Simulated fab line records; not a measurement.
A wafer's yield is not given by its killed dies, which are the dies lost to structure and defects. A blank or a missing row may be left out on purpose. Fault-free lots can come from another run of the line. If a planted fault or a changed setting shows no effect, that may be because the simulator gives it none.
fab line records ; flow sky130
record lots=4; wafers=12; lastDay=50
route steps=708 shown VIA3@582 METAL4@598 CAP2M@603 PAD_OPEN@708
lots that met no fault: taken from a fault-free run of the same line
startH: start of the lot's first displayed wafer, in hours after the record's first day ; waitH: time in hours since the lot's previous step ; " unchanged from the row above ; L1.1+2: a single row standing in for several wafers ; - no value, or no start was given ; * or withheld: withheld ; < > ~ a bound
route shown NAME@n: names a module that has steps shown in the file, with the first one's number in the route ; usual: average and standard deviation across the fault-free wafers ; same: alike in all rows ; chamber/n: place in a boat ; sites: each site's reading ; _std_site: the values' standard deviation ; _edge_site: mean of outer sites minus mean of inner sites ; radiusMm: how far each site lies from the wafer's centre ; mask NAME#n: copy n ; behind: tool/chamber where the wafer was last shaped ; hold: why the lot went on hold/how many hours it stayed there/how the hold came to an end ; device: the transistor (n, p or np) that didn't switch ; end of line: the tests these same wafers got at the end of their route ; a step without rows: its recipe alone ; killed: the dies lost at the first sort to structure and to defects; this is not the yield of the wafer ; map: the dies of a wafer, with x for killed, . for not killed, _ for no die there
set.NAME: the run value of the setting; set.NAME@STEP: its run value at that earlier step ; model.NAME: the simulator's own value behind a step, which no gauge read
lots seen at some steps along the route; tables by step, rows by wafer
services: when a tool's chamber went out of use (startH, in hours from the record's first day, below 0 if earlier), for how many hours, and the reason
## steps
# step SKY_VIA3_EXPOSE_09
# recipe maskId=VIM3; na=0.8; sourceShape=annular; sigmaInner=0.55; sigmaOuter=0.85; targetCdNm=200; doseMj=38
# step SKY_VIA3_PEB_10
# recipe pebTempC=withheld; pebTimeS=withheld; resist=KrF-thick
# step SKY_VIA3_DEVELOP_11
# recipe developTimeS=60; resist=KrF-thick; devTempC=21
# step SKY_VIA3_ETCH_14
# recipe chemistry=N2/H2; target=BARC; ionEnergyEv=200; sourceW=500; biasW=100; pressureMtorr=30; n2FlowSccm=100; h2FlowSccm=200; stopOn=SiO2; timeS=45.9; targetDepthA=600
# step SKY_VIA3_ETCH_15
# recipe target=SiO2; chemistry=C4F8/O2/Ar; targetDepthNm=507; stopOn=TiN; maskMaterial=KrF-thick; sourceW=1500; biasW=1200; pressureMtorr=40; c4f8FlowSccm=withheld; O2_flow_sccm=6; Ar_flow_sccm=300; timeS=78
# step SKY_VIA3_STRIP_16
# recipe chemistry=O2/N2; powerW=1400; pressureMtorr=1500; platenTempC=withheld; o2FlowSccm=3000; n2FlowSccm=300; overashFraction=0.5
# step SKY_VIA3_STRIP_17
# recipe chemistry=postEtchResidueRemover; timeS=1200; tempC=72.5
# step SKY_VIA3_CLEAN_18
# recipe chemistry=IPA; timeS=180; tempC=25
# step SKY_VIA3_CLEAN_19
# recipe chemistry=O3/DIW; dry=n2Spin
# step SKY_VIA3_SPUTTER_20
# recipe material=TiN; targetThkNm=20; chamberPressurePa=5; powerW=4000; timeS=80
# step SKY_VIA3_CVD_21
# recipe material=W; targetThkNm=390; timeS=117.31; tempC=400; pressureTorr=40
# usual chamberPressureTorr=40.01/0.1; heaterPowerW=800/74; susceptorTempC=399.99/0.2
lot.wafer;tool;chamber;startH;waitH;chamberPressureTorr;heaterPowerW;susceptorTempC
L381.3;cvdW-01;0;960.98;0.1;39.77;805;400.33
L381.5;cvdW-01;0;960.98;0.1;39.91;811;400.01
L381.6;cvdW-01;1;960.98;0.1;39.90;918;399.65
L388.1;cvdW-02;0;996.91;0.0;40.17;724;400.01
L388.5;cvdW-02;1;996.91;0.0;39.87;760;399.89
L388.6;cvdW-02;0;996.91;0.0;40.02;742;399.99
L390.1;cvdW-02;0;1007.75;0.0;40.04;716;399.97
L390.4;cvdW-02;1;1007.75;0.0;39.88;747;399.53
L390.6;cvdW-02;1;1007.75;0.0;39.91;747;399.78
L401.1;cvdW-02;1;1098.69;0.0;40.04;752;399.94
L401.3;cvdW-02;0;1098.69;0.0;39.88;723;399.96
L401.5;cvdW-02;0;1098.69;0.0;39.97;738;399.94
# step SKY_VIA3_CMP_24
# recipe stopOn=SiO2; tOverpolishS=20; downForcePsi=3.5; platenRpm=60; targetThkNm=0; padVelocityMS=0.94248
# step SKY_METAL4_SPUTTER_00
# recipe material=Ti; targetThkNm=15; powerW=3000; timeS=10; chamberPressurePa=0.4
# step SKY_METAL4_SPUTTER_01
# recipe material=TiN; targetThkNm=20; powerW=6500; timeS=16.7; chamberPressurePa=0.4
# step SKY_METAL4_SPUTTER_02
# recipe material=AlCu; targetThkNm=735; powerW=10600; timeS=39.1; chamberPressurePa=0.4
# step SKY_METAL4_SPUTTER_03
# recipe material=Ti; targetThkNm=5; powerW=3000; timeS=3.3; chamberPressurePa=0.4
# step SKY_METAL4_SPUTTER_04
# recipe material=TiN; targetThkNm=70; powerW=6500; timeS=58.3; chamberPressurePa=0.4199
# step SKY_CAP2M_CVD_00
# recipe material=SiO2; targetThkNm=15.5; tempC=400; timeS=withheld; rfW=450
# step SKY_CAP2M_SPUTTER_02
# recipe material=TiN; targetThkNm=200; tempC=300; powerW=6500; timeS=166.7; chamberPressurePa=0.4
# step SKY_CAP2M_DEHYDRATE_05
# recipe tempC=200; timeS=60
# step SKY_CAP2M_HMDS_06
# recipe primeTimeS=60; primeTempC=120
# step SKY_CAP2M_COAT_07
# recipe resist=NOVOLAK; spinRpm=3000; resistThkNm=1140
# step SKY_CAP2M_SOFTBAKE_08
# recipe tempC=90; timeS=60; resist=NOVOLAK
# step SKY_CAP2M_EXPOSE_09
# recipe maskId=CAP2M; na=0.6; sourceShape=conventional; sigmaOuter=0.6; polarization=unpolarized; targetCdNm=1000; doseMj=159
# step SKY_CAP2M_PEB_10
# recipe tempC=withheld; timeS=*; resist=NOVOLAK
# step SKY_CAP2M_DEVELOP_11
# recipe resist=NOVOLAK; developer=TMAH; developTimeS=60; devTempC=23
# step SKY_CAP2M_METAL_ETCH_13
# recipe targetDepthNm=220; stopOn=SiO2; chemistry=Cl2/BCl3; target=TiN; pressureMtorr=10; icpW=900; biasW=47.17; Cl2_flow_sccm=60; bcl3FlowSccm=30; timeS=62.9
# step SKY_CAP2M_STRIP_14
# recipe chemistry=O2/N2; powerW=1400; pressureMtorr=1500; platenTempC=withheld; o2FlowSccm=3000; n2FlowSccm=300; overashFraction=0.5
# step SKY_CAP2M_STRIP_15
# recipe chemistry=postEtchResidueRemover; timeS=1200; tempC=72.5
# step SKY_CAP2M_CLEAN_16
# recipe chemistry=IPA; timeS=180; tempC=25
# step SKY_CAP2M_CLEAN_17
# recipe chemistry=O3/DIW; dry=n2Spin
# step SKY_METAL4_DEHYDRATE_05
# recipe tempC=200; timeS=60
# step SKY_METAL4_HMDS_06
# recipe primeTimeS=60; primeTempC=120
# step SKY_METAL4_COAT_07
# recipe resist=BARC; tempC=withheld; timeS=withheld; spinRpm=3000; resistThkNm=60
# step SKY_PAD_OPEN_PROBE_99
# usual defectLimitedYield=81.9/1.9; killed_at_M0_to_M3=45/7.9; killed_at_M4_up=2.9/1.8; killedAtContacts=25/5.5; killedAtFrontEnd=16/4.4; killedAtOther=0.3/0.58; killedDies=89/9.4; killedOpen=49/6.8; killedShort=40/6.3; sort_bin_3_pad_short=0.9/0.41; sort_bin_5_function=10.8/1.5; sort_bin_6_memory=6.4/1.2; sortNPass=403/9.4; sortYieldPct=81.9/1.9
# same grossDies=492; killedAtBackSide=0; sort_bin_4_leakage[%]=0; sort_bin_8_speed[%]=0
lot.wafer;tool;chamber;startH;waitH;defectLimitedYield[%];killed_at_M0_to_M3;killed_at_M4_up;killedAtContacts;killedAtFrontEnd;killedAtOther;killedDies;killedOpen;killedShort;sort_bin_3_pad_short[%];sort_bin_5_function[%];sort_bin_6_memory[%];sortNPass;sortYieldPct[%];model.etest.tester.sortNPass;model.etest.tester.sortYieldPct;model.etest.tester.sort_bin_5_pct;model.etest.tester.sort_bin_3_pct
L381.3;prober-01;-;1101.46;0.2;85.2;42;1;19;11;0;73;40;33;1.2;8.7;4.9;419;85.2;419;85.16;8.74;1.22
L381.5;prober-01;-;1101.56;0.2;85.2;40;1;22;10;0;73;39;34;0.8;8.1;5.9;419;85.2;419;85.16;8.13;0.813
L381.6;prober-01;-;1101.61;0.2;80.7;48;4;24;18;1;95;58;37;0.4;12.2;6.7;397;80.7;397;80.69;12.2;0.4065
L388.1;prober-02;-;1130.80;0.1;71.1;97;6;19;20;0;142;46;40;3.3;16.9;8.7;350;71.1;350;71.14;16.87;3.252
L388.5;prober-02;-;1131.00;0.2;82.9;40;2;24;18;0;84;51;29;0.4;11.4;5.3;408;82.9;408;82.93;11.38;0.4065
L388.6;prober-02;-;1131.05;0.2;72.8;92;5;25;12;0;134;41;37;3.9;17.5;5.9;358;72.8;358;72.76;17.48;3.862
L390.1;prober-02;-;1139.26;0.1;72.6;100;1;20;14;0;135;44;32;2.6;16.7;8.1;357;72.6;357;72.56;16.67;2.642
L390.4;prober-02;-;1139.41;0.2;81.9;42;2;27;17;1;89;52;37;0.8;11.4;5.9;403;81.9;403;81.91;11.38;0.813
L390.6;prober-02;-;1139.51;0.2;82.3;48;5;19;14;1;87;42;45;1.2;10.4;6.1;405;82.3;405;82.32;10.37;1.22
L401.1;prober-01;-;1209.52;0.1;81.7;39;3;30;18;0;90;47;43;0;12.8;5.5;402;81.7;402;81.71;12.8;0
L401.3;prober-01;-;1209.62;0.2;81.5;46;4;29;12;0;91;47;44;1.0;12.0;5.5;401;81.5;401;81.5;11.99;1.016
L401.5;prober-01;-;1209.72;0.2;81.7;53;3;22;12;0;90;45;45;0.8;11.8;5.7;402;81.7;402;81.71;11.79;0.813
# killed by level:class
L381.3 CONTACT:geometricParticle:open=9 METAL1:geometricParticle:short=8 VIA1:geometricParticle:open=8 VIA3:geometricParticle:open=6 METAL3:geometricParticle:short=5 LI_CONTACT:geometricParticle:open=5 METAL2:geometricParticle:short=4 FIELD_ISO:geometricParticle:short=3
L381.5 LOCAL_INTERCONNECT:geometricParticle:short=8 VIA1:geometricParticle:open=8 CONTACT:geometricParticle:open=7 VIA3:geometricParticle:open=7 METAL1:geometricParticle:short=6 VIA2:geometricParticle:open=6 LI_CONTACT:geometricParticle:open=4 METAL2:geometricParticle:short=4
L381.6 VIA2:geometricParticle:open=14 CONTACT:geometricParticle:open=11 LI_CONTACT:geometricParticle:open=8 VIA1:geometricParticle:open=8 VIA3:geometricParticle:open=7 METAL2:geometricParticle:short=6 VIA1:geometricParticle:short=5 FIELD_ISO:geometricParticle:open=4
L388.1 VIA3:unspecified=56 VIA1:geometricParticle:open=12 CONTACT:geometricParticle:open=7 LI_CONTACT:geometricParticle:open=6 METAL1:geometricParticle:short=6 FIELD_ISO:geometricParticle:short=5 VIA2:geometricParticle:open=5 METAL2:geometricParticle:short=5
L388.5 CONTACT:geometricParticle:open=10 VIA1:geometricParticle:open=8 LI_CONTACT:geometricParticle:open=7 VIA2:geometricParticle:open=6 VIA3:geometricParticle:open=6 SPACER:geometricParticle:open=5 METAL1:geometricParticle:short=5 METAL2:geometricParticle:short=5
L388.6 VIA3:unspecified=55 CONTACT:geometricParticle:open=9 VIA1:geometricParticle:open=8 METAL2:geometricParticle:short=7 LI_CONTACT:geometricParticle:open=6 LOCAL_INTERCONNECT:geometricParticle:short=4 CONTACT:geometricParticle:short=4 VIA2:geometricParticle:open=4
L390.1 VIA3:unspecified=58 VIA1:geometricParticle:open=11 CONTACT:geometricParticle:open=9 METAL2:geometricParticle:short=8 LI_CONTACT:geometricParticle:open=6 VIA3:geometricParticle:open=5 POLY_GATE:geometricParticle:short=4 VIA2:geometricParticle:open=4
L390.4 VIA1:geometricParticle:open=11 LI_CONTACT:geometricParticle:open=9 CONTACT:geometricParticle:open=7 FIELD_ISO:geometricParticle:open=5 CONTACT:geometricParticle:short=5 VIA2:geometricParticle:short=5 VIA2:geometricParticle:open=4 POLY_GATE:geometricParticle:short=4
L390.6 VIA3:geometricParticle:open=10 CONTACT:geometricParticle:open=8 METAL1:geometricParticle:short=8 VIA1:geometricParticle:open=8 VIA1:geometricParticle:short=7 FIELD_ISO:geometricParticle:short=6 METAL2:geometricParticle:short=5 VIA2:geometricParticle:open=5
L401.1 VIA1:geometricParticle:open=15 CONTACT:geometricParticle:open=8 POLY_GATE:geometricParticle:short=7 LI_CONTACT:geometricParticle:open=6 CONTACT:geometricParticle:short=6 LOCAL_INTERCONNECT:geometricParticle:short=5 METAL1:geometricParticle:short=5 LI_CONTACT:geometricParticle:short=4
L401.3 CONTACT:geometricParticle:open=9 VIA3:geometricParticle:open=8 LI_CONTACT:geometricParticle:open=7 METAL2:geometricParticle:short=7 FIELD_ISO:geometricParticle:short=6 VIA1:geometricParticle:open=5 LOCAL_INTERCONNECT:geometricParticle:open=4 LOCAL_INTERCONNECT:geometricParticle:short=4
L401.5 VIA1:geometricParticle:open=10 VIA2:geometricParticle:short=7 VIA2:geometricParticle:open=7 LOCAL_INTERCONNECT:geometricParticle:short=6 METAL3:geometricParticle:short=6 LI_CONTACT:geometricParticle:open=5 CONTACT:geometricParticle:open=5 VIA1:geometricParticle:short=5
# map L388.1 (x killed, . not)
__________.x.xxxxxx._________
________.x..xxxxxxxx.._______
______x..x.x.xxxxxxxxxxx_____
_____.....xxxxxxxxxxxx..x____
____.x.....xxxxxxxxx...xx.___
___.........xxxxxx.xx..x.x.__
__..........xxxxxxxx.x......_
_.......x......x.........x.x.
_..x..x...x....x.......x.....
_....x.....x.............x...
_......x....x....x...........
_....x...........x.x.......x.
_...x....x..x..x..x..x..x....
_....x..x...x........x...x...
_....x.........x..x.x..x.....
__x.x....xx.x...x....x......_
___..x...x...............xx__
____...........xxxx...x...___
_____.x...x.x.x.....x....____
______.....x....x..xx..._____
________.x.x...x.xx..._______
__________......x..x_________
# map L390.1 (x killed, . not)
__________...xxxxxx._________
________....xxxxxxxxxx_______
______....xxxxxxxxxx...._____
_____.....xxxxxxxxxxx...x____
____x.....xxxxxxxxxx...xx.___
___.x.x.....xxxxxxxxx.....x__
__...........xxxx..........._
_.x.....x..x....x.x....x.....
_...x....x.xxx........x...x..
_..x............x.x..........
_x...x....x...x..........xx..
_..............x.x.......x...
_........x..x..........x....x
_.x.....x....xx.x.....xx.....
_x.x....................x.x..
__.......x............x..x.x_
___..xx..x...x...x....x..x.__
____.......x....x.x.....x.___
_____.....xx....x......x.____
______....x.....xx..x..._____
________..........x.x._______
__________.xxx......_________
## services
tool;chamber;startH;hours;kind
cvdW-02;0;1008.19;1.7;repair
cvdW-02;0;1076.06;11.8;repair
## key
firstSign step=SKY_PAD_OPEN_PROBE_99; reading=killed_at_M0_to_M3; direction=up; sigmas=6.4; usual=45; struck=96
effect step=SKY_PAD_OPEN_PROBE_99; reading=sort_bin_3_pad_short; direction=up; sigmas=5.8; usual=0.9; struck=3.3
modelEffect step=SKY_PAD_OPEN_PROBE_99; value=etest.tester.sortNPass; without=403.3; struck=355
metAt SKY_VIA3_CVD_21
struckWafers L388.1,L388.6,L390.1
fault kind=chamberParticleSource; tool=cvdW-02; chamber=0; onsetH=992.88; steps=SKY_VIA3_CVD_21; ratePerVisitCm2=1.059; endH=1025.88
